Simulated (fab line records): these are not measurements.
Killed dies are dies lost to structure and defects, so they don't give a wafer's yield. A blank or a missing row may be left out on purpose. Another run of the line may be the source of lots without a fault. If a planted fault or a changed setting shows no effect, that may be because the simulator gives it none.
Comparing a struck lot with a sound one ; flow sky130 ; 17 steps out of a route of 708
Sound: these wafers, L717.1, L717.5, L717.6. Wafers struck: L709.1, L709.2, L709.4. At the end, the cause is stated.
For every step that has rows: the tool of each side, followed by ch and its chambers, followed by its first start. Under that, the readings that differ: sound wafers ; struck wafers ; difference of the means ; sigmas: that difference in standard deviations of wafers without a fault.
alike: readings with means less than 2 such deviations apart, plus words and numbers identical on both sides. not compared: withheld readings, readings lacking a value on some wafer, bounds such as >300 that could conceal the same value, and numbers that have no deviation in the record and whose values overlap.
A row with sigmas, a row that says differs or no value, or rows on one side alone: a step with any of these is where the two part. Non-overlapping numbers with no deviation appear without sigmas and do not part them. A reading missing from all wafers of one side parts the sides only when that side holds two or more wafers.

first, 1 step without rows for these wafers: SKY_VT_ADJUST_NCORE_IMPLANT_09.
SKY_VT_ADJUST_NCORE_STRIP_10: strips in O2/N2.
  sound on plasma asher-02 ch 0,1, day 14 01:26; struck on plasma asher-01 ch 0,1, day 11 14:14
reading;sound;struck;difference;sigmas
strip time to endpoint s (s);13.92 13.91 13.89;14.01 14.05 14.03;+0.12;+3
  alike: drypump motor current A, o2 flow sccm, oes product au
  not compared: rf hours counter h
SKY_VT_ADJUST_NCORE_TW_MEAS_11:
  struck on film metro-02, day 11 14:20; sound on film metro-02, day 14 01:32
  alike: VT_ADJUST_NCORE_TW
then, 7 steps without rows for these wafers: SKY_VT_ADJUST_HVTR_DEHYDRATE_00 (time 60 s); SKY_VT_ADJUST_HVTR_HMDS_01 (prime time 60 s); SKY_VT_ADJUST_HVTR_COAT_02 (resist thk 1133 nm); SKY_VT_ADJUST_HVTR_SOFTBAKE_03 (time 60 s); SKY_VT_ADJUST_HVTR_EXPOSE_04 (exposes mask HVTRM, target cd 380 nm); SKY_VT_ADJUST_HVTR_PEB_05; SKY_VT_ADJUST_HVTR_DEVELOP_06 (develop time 60 s).
SKY_VT_ADJUST_HVTR_CD_MEAS_07 targets a cd of 380 nm.
  struck on cd sem-01, day 12 14:41; sound on cd sem-02, day 15 03:46
  alike: cd nm
SKY_VT_ADJUST_HVTR_OVL_MEAS_08:
  struck on overlay-02, day 12 14:48; sound on overlay-02, day 15 03:53
  alike: VT_ADJUST_HVTR_OVL
SKY_VT_ADJUST_HVTR_IMPLANT_09:
  sound on implanter-03 ch 0, day 15 03:55; struck on implanter-03 ch 0, day 12 14:50
reading;sound;struck;difference;sigmas
beam on s (s);10.06 10.02 10.36;12.23 12.32 11.58;+1.90;+9
end station pressure torr (Torr);4.85e-06 4.99e-06 4.87e-06;9.402e-05 9.979e-05 0.00010058;+9.323e-05;+99 or more
faraday current uA;11.69 11.82 11.49;9.73 9.74 10.32;-1.74;-7
SKY_VT_ADJUST_HVTR_STRIP_10: strips in O2/N2.
  sound on plasma asher-01 ch 0,1, day 15 04:04; struck on plasma asher-02 ch 0,1, day 12 14:59
reading;sound;struck;difference;sigmas
strip time to endpoint s (s);14.17 14.16 14.11;14.05 14.04 14.01;-0.11;-2
  alike: drypump motor current A, o2 flow sccm, oes product au
  not compared: rf hours counter h
SKY_VT_ADJUST_HVTR_TW_MEAS_11:
  struck on film metro-02, day 12 15:05; sound on film metro-03, day 15 04:10
reading;sound;struck;difference;sigmas
VT_ADJUST_HVTR_TW;209.2 209.7 209.7;222.5 221.6 222.5;+12.7;+6
then, 1 step without rows for these wafers: SKY_VT_ADJUST_PCH_DEHYDRATE_00 (time 60 s).
-- here the record skips 36 days between the struck wafers' starts before and after, leaving off in module VT_ADJUST_PCH and picking up in module PAD_OPEN (first step shown: number 708 of the route) --
SKY_PAD_OPEN_PROBE_99:
  struck on prober-02, day 48 14:26; sound on prober-01, day 50 01:21
reading;sound;struck;difference;sigmas
model.etest.pfet_01v8_mvt.drive ua um;149.3 149.6 147.7;156.7 156.8 158.1;+8.3;
model.etest.pfet_01v8_mvt.off log10 a um;-11.16 -11.1 -11.18;-10.08 -10.14 -9.574;+1.22;
model.etest.pfet_01v8_mvt.vt sat v (V);-0.5988 -0.6047 -0.608;-0.5079 -0.5047 -0.4803;+0.1062;
model.etest.pfet_01v8_mvt.vt v (V);-0.686 -0.6906 -0.6938;-0.605 -0.6014 -0.5864;+0.093;
model.etest.pfet_01v8_mvt.vt long v (V);-0.8959 -0.898 -0.9021;-0.8196 -0.8177 -0.8161;+0.0809;
  alike: killed_at_M0_to_M3, killed_at_M4_up, killed at contacts, killed at front end, killed at other, killed dies, killed open, killed short

WHERE THEY PART
First at SKY_VT_ADJUST_NCORE_STRIP_10; last, within this record, at SKY_VT_ADJUST_HVTR_TW_MEAS_11. Later steps at which nothing parts them and some readings are alike: SKY_PAD_OPEN_PROBE_99.

WHY: what had been put in by the simulator
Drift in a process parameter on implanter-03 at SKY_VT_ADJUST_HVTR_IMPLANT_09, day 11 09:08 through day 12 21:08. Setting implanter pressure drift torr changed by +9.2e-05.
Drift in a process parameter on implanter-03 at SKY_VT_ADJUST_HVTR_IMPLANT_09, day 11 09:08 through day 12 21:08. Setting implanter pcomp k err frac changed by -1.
